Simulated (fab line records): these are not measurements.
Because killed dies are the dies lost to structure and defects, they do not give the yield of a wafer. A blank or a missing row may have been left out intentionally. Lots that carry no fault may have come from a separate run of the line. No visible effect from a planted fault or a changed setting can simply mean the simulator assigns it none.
Shared-tool check ; flow gf180mcu ; 36 wafers sampled across 12 lots

== REASON IT WAS OPENED ==
1 of 12 lots carry a flag on the reading DNWELL_TW at GF_DNWELL_TW_MEAS_09. No-fault wafers: 1339, standard deviation 15.
Rule: a lot is flagged when every wafer of it that has a number lies more than 4 standard deviations from that mean, or none has a number. As for the other lots, they are considered sound.

lot;measured;on;DNWELL_TW, wafer by wafer;flag
L904;day 3 00:23;film metro-04;1322 1330 1325;
L906;day 3 10:13;film metro-04;1324 1325 1322;
L907;day 3 17:14;film metro-03;1325 1320 1325;
L913;day 5 02:14;film metro-02;1358 1354 1365;
L914;day 5 06:49;film metro-03;30 30 30;FLAGGED
L918;day 6 01:51;film metro-02;1352 1346 1344;
L919;day 6 08:55;film metro-03;1339 1335 1339;
L922;day 6 23:59;film metro-02;1357 1358 1351;
L923;day 7 07:00;film metro-02;1362 1362 1370;
L924;day 7 11:14;film metro-02;1359 1358 1356;
L925;day 7 15:07;film metro-04;1319 1330 1332;
L926;day 7 20:23;film metro-03;1334 1334 1332;
The mean of the flagged lots' numbers is 30, -1309 from the usual (-87 standard deviations).

== WHICH TOOL RAN EACH LOT ==
The record keeps 1 process step preceding the reading, out of 602 steps on the route. Each cell gives the tool, then ch followed by the chambers the sampled wafers passed through, then the start.
lot;flag;GF_DNWELL_EXPOSE_04
L904;;iline stepper-01 ch 0, day 2 18:25
L906;;iline stepper-01 ch 0, day 3 03:52
L907;;iline stepper-02 ch 0, day 3 11:04
L913;;iline stepper-02 ch 0, day 4 19:34
L914;FLAGGED;iline stepper-01 ch 0, day 4 23:49
L918;;iline stepper-02 ch 0, day 5 18:11
L919;;iline stepper-01 ch 0, day 6 01:48
L922;;iline stepper-01 ch 0, day 6 16:25
L923;;iline stepper-02 ch 0, day 6 23:07
L924;;iline stepper-01 ch 0, day 7 03:05
L925;;iline stepper-02 ch 0, day 7 07:24
L926;;iline stepper-01 ch 0, day 7 12:27
What these steps do:
- GF_DNWELL_EXPOSE_04: exposes mask DNWELL, target cd 1700 nm.
- GF_DNWELL_TW_MEAS_09

== FLAGGED OVER TOTAL, TOOL BY TOOL (the gauges that took the reading come last) ==
step;tool;lots run;flagged;share of the flagged lots;sound lots run after its first flagged lot
GF_DNWELL_EXPOSE_04;iline stepper-01;7;1;all;4 (L919,L922,L924,L926)
GF_DNWELL_EXPOSE_04;iline stepper-02;5;0;none;-
GF_DNWELL_TW_MEAS_09;film metro-02;5;0;none;-
GF_DNWELL_TW_MEAS_09;film metro-03;4;1;all;2 (L919,L926)
GF_DNWELL_TW_MEAS_09;film metro-04;3;0;none;-

== THE TABLE: WHAT IT ALLOWS ==
Rows of the table that ran all the flagged lots, 2 in number: iline stepper-01 at GF_DNWELL_EXPOSE_04; film metro-03 at GF_DNWELL_TW_MEAS_09.
- iline stepper-01 at GF_DNWELL_EXPOSE_04: 1 of its 7 lots flagged. Sound lots followed the first flagged one (L919, L922, L924, L926) on it, something a lasting fault affecting the whole tool could not allow.
- film metro-03 at GF_DNWELL_TW_MEAS_09: 1 of its 4 lots flagged. Sound lots followed the first flagged one (L919, L926) on it, something a lasting fault affecting the whole tool could not allow.
Every row of the table either missed a flagged lot or ran a sound lot after the first.

== WHAT WAS PUT IN BY THE SIMULATOR ==
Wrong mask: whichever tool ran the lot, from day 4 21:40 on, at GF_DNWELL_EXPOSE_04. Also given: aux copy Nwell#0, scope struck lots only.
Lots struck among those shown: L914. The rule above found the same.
